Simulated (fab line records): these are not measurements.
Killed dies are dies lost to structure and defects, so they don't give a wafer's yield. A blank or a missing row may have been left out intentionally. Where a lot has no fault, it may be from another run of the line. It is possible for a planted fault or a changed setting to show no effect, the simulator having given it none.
Struck lot and sound lot, side by side ; flow sky130 ; 15 out of 708 route steps
Sound: these wafers, L779.1, L779.2, L779.6. Struck: wafer L786.6. (L786.1, L786.3 of the same lot were not struck and are left out.) The cause comes at the end.
Per side, at each step with rows, come the tool, then ch with its chambers, and then its first start. Under that, the readings that differ: sound wafers ; struck wafers ; difference of the means ; sigmas: that difference in standard deviations of wafers without a fault.
alike: readings with means less than 2 such deviations apart, plus words and numbers identical on both sides. not compared: withheld readings, readings lacking a value on some wafer, bounds such as >300 that could conceal the same value, and numbers that have no deviation in the record and whose values overlap.
Wherever a step has rows on one side only, a row that says differs or no value, or a row with sigmas, the two part there. Numbers that don't overlap but have no deviation are shown without sigmas and don't part them. Lack of a reading on every wafer of one side parts them only where that side has two or more wafers.

SKY_CAPM_THK_MEAS_01:
  sound on filmMetro-01 at day 39 20:22; struck on filmMetro-02 at day 42 00:10
  alike: CAPM_CVD_00_THK
SKY_CAPM_SPUTTER_02: material TiN, target thk 200 nm, time 166.7 s.
  sound on pvdSputter-04 at day 39 20:25; struck on pvdSputter-03 at day 42 00:13
  alike: susceptorTempC, throttleValvePct
SKY_CAPM_RS_MEAS_03: measurement is done with a four-point probe.
  sound on filmMetro-02 at day 39 20:32; struck on filmMetro-01 at day 42 00:20
  alike: CAPM_TIN_RS
SKY_CAPM_THK_MEAS_04: measures by xrf.
  sound on filmMetro-02 at day 39 20:39; struck on filmMetro-01 at day 42 00:27
  alike: CAPM_TIN_THK
then, 7 steps without rows for these wafers: SKY_CAPM_DEHYDRATE_05 (time 60 s); SKY_CAPM_HMDS_06 (prime time 60 s); SKY_CAPM_COAT_07 (resist thk 1140 nm); SKY_CAPM_SOFTBAKE_08 (time 60 s); SKY_CAPM_EXPOSE_09 (exposes mask CAPM, target cd 1000 nm); SKY_CAPM_PEB_10; SKY_CAPM_DEVELOP_11 (develop time 60 s).
SKY_CAPM_OVL_MEAS_12:
  sound on overlay-01 at day 40 20:20; struck on overlay-02 at day 42 23:23
  alike: CAPM_OVL
SKY_CAPM_METAL_ETCH_13: etches TiN in Cl2/BCl3, stops on SiO2, target depth 220 nm, time 62.9 s.
  sound on rieMetal-01 ch 0,1, day 40 20:22; struck on rieMetal-03 ch 1, day 42 23:25
reading;sound;struck;difference;sigmas
biasW (W);48.35 48.33 48.29;49.73;+1.41;+9
throttleValvePct (%);21.911 21.898 21.919;21.885;-0.024;-3
  alike: drypumpMotorCurrentA, oesProductAu
  not compared: rfHoursCounterH, model.SiO2_of_CAPM_CVD_00.thkNm
SKY_CAPM_STRIP_14: strips in O2/N2.
  sound on plasmaAsher-01 ch 0,1, day 40 20:26; struck on plasmaAsher-02 ch 0, day 42 23:29
  alike: drypumpMotorCurrentA, oesProductAu, stripTimeToEndpointS
  not compared: rfHoursCounterH
SKY_PAD_OPEN_PROBE_99:
  sound wafers here have rows in the record (prober-02, day 48 13:29); struck ones have none

WHERE THEY PART
At SKY_CAPM_METAL_ETCH_13 first; at SKY_PAD_OPEN_PROBE_99 last (within this record only).

WHY: whatever the simulator had introduced
rieMetal-03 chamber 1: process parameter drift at SKY_CAPM_METAL_ETCH_13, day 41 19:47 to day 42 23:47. The setting biasW was moved by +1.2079, starting from 48.5. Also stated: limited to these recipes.
